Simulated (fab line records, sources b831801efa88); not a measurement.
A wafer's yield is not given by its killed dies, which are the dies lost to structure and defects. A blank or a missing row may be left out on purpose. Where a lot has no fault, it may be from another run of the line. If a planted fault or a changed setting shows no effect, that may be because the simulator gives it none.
Chamber matching | flow sfqLine | cmp-02 running SFQ_TRILAYER_I3_CMP_CMP_082: 4 sister chambers
The step polishes SiO2. 16 wafers are shown with their chamber, then 8 later ones without.

== WAFERS WITH THEIR CHAMBER ==
wafer  | chamber | motorCurrentA (A) | slurryFilterDpKPa (kPa) | timeToEndpointS (s)
L437.1 | 2       | 11.9              | 13.67                   | 212
L437.2 | 1       | 11.2              | 13.63                   | 213
L437.4 | 0       | 10.2              | 13.62                   | 226
L438.1 | 2       | 11.2              | 13.22                   | 215
L438.2 | 0       | 10.6              | 13.58                   | 215
L438.5 | 1       | 10.5              | 13.57                   | 220
L442.3 | 1       | 10.6              | 13.35                   | 221
L442.5 | 2       | 11.4              | 13.44                   | 215
L442.6 | 1       | 11.0              | 13.46                   | 217
L443.1 | 2       | 12.1              | 13.55                   | 216
L443.2 | 1       | 10.6              | 13.58                   | 211
L443.5 | 0       | 10.6              | 13.31                   | 220
L444.2 | 3       | 10.6              | 13.67                   | 215
L444.3 | 0       | 10.7              | 13.52                   | 215
L444.6 | 1       | 11.0              | 13.56                   | 213
L451.3 | 2       | 11.3              | 13.43                   | 212

SIGNATURES (averages over the wafers above)
reading           | chamber 0 | chamber 1 | chamber 2 | chamber 3 | scatter within a chamber
motorCurrentA     | 10.525    | 10.817    | 11.580    | 10.600    | 0.314
slurryFilterDpKPa | 13.5075   | 13.5250   | 13.4620   | 13.6700   | 0.135
timeToEndpointS   | 219.00    | 215.83    | 214.00    | 215.00    | 3.88
Rule: for each reading, subtract the chamber's mean from the wafer's reading, divide by that reading's scatter and square the result; add these up over the readings and take the root, which gives the wafer's distance from the chamber. If the next closest chamber is less than 2 further off than the closest, the wafer can't be placed; otherwise it belongs to the closest. The scatter is the square root of a quotient: the sum, over the shown wafers, of each reading's squared deviation from its chamber's mean, divided by wafers minus chambers.

== WAFERS WITH NO CHAMBER GIVEN ==
wafer  | motorCurrentA (A) | slurryFilterDpKPa (kPa) | timeToEndpointS (s)
L451.4 | 10.4              | 13.65                   | 209
L451.6 | 9.9               | 13.45                   | 212
L458.2 | 9.8               | 13.22                   | 211
L458.3 | 10.9              | 13.51                   | 206
L458.5 | 10.4              | 13.52                   | 216
L459.1 | 10.6              | 13.29                   | 205
L459.4 | 10.6              | 13.52                   | 212
L459.5 | 10.8              | 13.40                   | 215

== THE CHAMBER EACH PASSED THROUGH ==
wafer  | from the rows above               | in truth
L451.4 | can't be placed: 3 or 1 or 0      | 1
L451.6 | can't be placed: 0 or 3 or 1      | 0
L458.2 | can't be placed: 0 or 1 or 3      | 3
L458.3 | can't be placed: 1 or 3 or 2 or 0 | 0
L458.5 | can't be placed: 0 or 3 or 1      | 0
L459.1 | can't be placed: 1 or 3 or 0 or 2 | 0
L459.4 | can't be placed: 1 or 3 or 0 or 2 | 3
L459.5 | can't be placed: 1 or 0 or 3 or 2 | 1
Correct placement for 0 of the 8. Not placeable from these rows: 8 (in 8, the candidates include the true chamber). Wrongly placed: 0.
